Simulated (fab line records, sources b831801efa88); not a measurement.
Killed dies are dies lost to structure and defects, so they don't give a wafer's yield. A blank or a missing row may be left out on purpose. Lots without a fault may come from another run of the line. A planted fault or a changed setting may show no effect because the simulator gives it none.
A struck lot beside a sound one | flow sky130 | 20 steps out of a route of 708
Sound: wafers L854.1, L854.4, L854.5. Struck: wafers L858.2, L858.3, L858.5. The cause comes at the end.
At each step with rows: each side's tool, then ch and its chambers, then its first start. Under that, the readings that differ: sound wafers | struck wafers | difference of the means | sigmas: that difference in standard deviations of wafers without a fault.
alike: readings whose means differ by less than 2 such deviations, and words and numbers that are the same on both sides. not compared: withheld readings, readings that some wafer has no value for, bounds like >300 that may hide the same value, and numbers for which the record gives no deviation and whose values overlap.
The two part at a step that has a row with sigmas, a row that says differs or no value, or rows on one side only. Numbers that don't overlap but have no deviation are shown without sigmas and don't part them. A reading that every wafer of one side lacks parts them only if that side has two wafers or more.

SKY_LDD_HVP_OVL_MEAS_07:
  sound on overlay-02, day 25 04:04; struck on overlay-01, day 26 17:49
  alike: LDD_HVP_OVL
then, 1 step without rows for these wafers: SKY_LDD_HVP_IMPLANT_08.
SKY_LDD_HVP_STRIP_09: strips in O2/N2.
  sound on plasma_asher-02 ch 0,1, day 25 04:15; struck on plasma_asher-02 ch 1, day 26 18:00
  alike: drypump_motor_current_A, oes_product_au, strip_time_to_endpoint_s
  not compared: rf_hours_counter_h
SKY_LDD_HVP_TW_MEAS_10:
  sound on film_metro-02, day 25 04:21; struck on film_metro-02, day 26 18:07
  alike: LDD_HVP_TW
then, 7 steps without rows for these wafers: SKY_LDD_LDN_DEHYDRATE_00 (time 60 s); SKY_LDD_LDN_HMDS_01 (prime time 60 s); SKY_LDD_LDN_COAT_02 (resist thk 1140 nm); SKY_LDD_LDN_SOFTBAKE_03 (time 60 s); SKY_LDD_LDN_EXPOSE_04 (exposes mask LDNTM, target cd 700 nm); SKY_LDD_LDN_PEB_05; SKY_LDD_LDN_DEVELOP_06 (develop time 60 s).
SKY_LDD_LDN_OVL_MEAS_07:
  sound on overlay-01, day 26 09:10; struck on overlay-02, day 27 23:16
  alike: LDD_LDN_OVL
SKY_LDD_LDN_IMPLANT_08:
  sound on implanter-04 ch 0, day 26 09:12; struck on implanter-03 ch 0, day 27 23:38
then, 3 steps without rows for these wafers: SKY_LDD_LDN_IMPLANT_09; SKY_LDD_LDN_IMPLANT_10; SKY_LDD_LDN_IMPLANT_11.
SKY_LDD_LDN_STRIP_12: strips in O2/N2.
  sound on plasma_asher-03 ch 0,1, day 26 09:48; struck on plasma_asher-03 ch 0, day 28 00:13
  alike: drypump_motor_current_A, oes_product_au, strip_time_to_endpoint_s
  not compared: rf_hours_counter_h
SKY_LDD_LDN_TW_MEAS_13:
  sound on film_metro-03, day 26 09:54; struck on film_metro-02, day 28 00:19
  reading    | sound          | struck         | difference | sigmas
  LDD_LDN_TW | 1486 1475 1477 | 1574 1577 1575 | +96        | +10
then, 1 step without rows for these wafers: SKY_LDD_LDN_CLEAN_14 (cleans in SC1/SC2, time 150 s).
-- the record jumps here: 21 days lie between the struck wafers' starts before and after (it left off in module LDD_LDN and takes up again in module PAD_OPEN, whose first step shown is number 708 of the route) --
SKY_PAD_OPEN_PROBE_99:
  sound on prober-01, day 48 05:47; struck on prober-02, day 49 05:23
  reading                         | sound          | struck         | difference | sigmas
  model.etest.tip_sonos.rs_ohm_sq | 2679 2687 2707 | 2307 2244 2308 | -405       |
  alike: killed_at_M0_to_M3, killed_at_M4_up, killed_at_contacts, killed_at_front_end, killed_at_other, killed_dies, killed_open, killed_short

WHERE THEY PART
Only at SKY_LDD_LDN_TW_MEAS_13, within this record. Later steps at which nothing parts them and some readings are alike: SKY_PAD_OPEN_PROBE_99.

WHY: what the simulator had put in
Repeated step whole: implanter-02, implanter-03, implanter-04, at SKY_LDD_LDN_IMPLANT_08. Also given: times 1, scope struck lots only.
